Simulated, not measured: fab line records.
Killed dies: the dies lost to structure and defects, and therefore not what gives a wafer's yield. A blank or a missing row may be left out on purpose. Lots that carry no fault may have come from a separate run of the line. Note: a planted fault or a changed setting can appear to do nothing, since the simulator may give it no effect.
Split-lot study	flow gf180mcu	5 lots, 23 wafers read, on a route of 602 steps

== THE SPLIT ITSELF ==
At GF_DUAL_GATE_OXIDATION_02 (stabilise 600 s, purge 300 s, target thk 10.887 nm), the setting ox-time-s was moved away from the recipe's 1602 s on 20 of the 23 wafers read, by -7.6% to +15.0%. This setting was run at the recipe's value on the other wafers.

No step appears in the file between the split and the reading.

== THE READING ==
DUAL_GATE_OXIDATION_00_THK, in nm, at GF_DUAL_GATE_THK_MEAS_03. Typical for fault-free wafers on this fab line: 10.81 nm, with standard deviation 0.22 nm.

wafer	tool, chamber at the split	ox-time-s as run, s	against the recipe	DUAL_GATE_OXIDATION_00_THK, nm	against lot-mates on the recipe
L074.1	-, -	1842	+15.0%	11.72	no lot-mate on the recipe
L074.2	-, -	1842	+15.0%	11.90	no lot-mate on the recipe
L074.3	-, -	1842	+15.0%	11.86	no lot-mate on the recipe
L074.4	-, -	1842	+15.0%	11.84	no lot-mate on the recipe
L074.6	-, -	1842	+15.0%	11.72	no lot-mate on the recipe
L076.1	-, -	1480	-7.6%	9.95	no lot-mate on the recipe
L076.2	-, -	1480	-7.6%	9.99	no lot-mate on the recipe
L076.4	-, -	1480	-7.6%	9.86	no lot-mate on the recipe
L076.5	-, -	1480	-7.6%	10.02	no lot-mate on the recipe
L076.6	-, -	1480	-7.6%	10.06	no lot-mate on the recipe
L077.1	furnace-02, 0	1602	recipe	10.86	-
L077.5	furnace-02, 0	1602	recipe	10.57	-
L077.6	furnace-02, 0	1602	recipe	10.76	-
L078.1	-, -	1723	+7.6%	11.49	no lot-mate on the recipe
L078.2	-, -	1723	+7.6%	11.35	no lot-mate on the recipe
L078.4	-, -	1723	+7.6%	11.29	no lot-mate on the recipe
L078.5	-, -	1723	+7.6%	11.45	no lot-mate on the recipe
L078.6	-, -	1723	+7.6%	11.50	no lot-mate on the recipe
L080.2	-, -	1752	+9.4%	11.48	no lot-mate on the recipe
L080.3	-, -	1752	+9.4%	11.33	no lot-mate on the recipe
L080.4	-, -	1752	+9.4%	11.30	no lot-mate on the recipe
L080.5	-, -	1752	+9.4%	11.48	no lot-mate on the recipe
L080.6	-, -	1752	+9.4%	11.23	no lot-mate on the recipe

THE FIT
A straight line over all 23 wafers: DUAL_GATE_OXIDATION_00_THK changes by +0.0814 nm for each +1% of ox-time-s; r = +0.98; the points scatter about the line by 0.13 nm.
Too few moved wafers with a lot-mate on the recipe to fit a line net of each lot's own level.

== THE WHOLE CHAIN: every reading that the file lists as answering this split, in the file's order ==
step	what it does	reading	change (the file's fit)	r (the file's)
GF_DUAL_GATE_OXIDATION_02	stabilise 600 s, purge 300 s, target thk 10.887 nm	SiO2_of_DUAL_GATE_OXIDATION_02.thk-nm (the simulator's own value, which no gauge read)	+0.0806 nm for each +1% of the setting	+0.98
GF_DUAL_GATE_THK_MEAS_03		DUAL_GATE_OXIDATION_00_THK	+0.0813 for each +1% of the setting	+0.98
GF_DUAL_GATE_OXIDATION_15	stabilise 600 s, purge 300 s, target thk 7.098 nm	SiO2_of_DUAL_GATE_OXIDATION_02.thk-nm (the simulator's own value, which no gauge read)	+0.0665 nm for each +1% of the setting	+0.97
GF_POLY_GATE_ETCH_13	etches poly-Si in HBr/Cl2, stops on SiO2, target depth 198.5 nm, time 69.6 s	SiO2_of_DUAL_GATE_OXIDATION_02.thk-nm (the simulator's own value, which no gauge read)	+0.0703 nm for each +1% of the setting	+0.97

== FILE'S OWN FIT ==
DUAL_GATE_OXIDATION_00_THK changes by +0.0813 nm for each +1% of ox-time-s, r = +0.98.
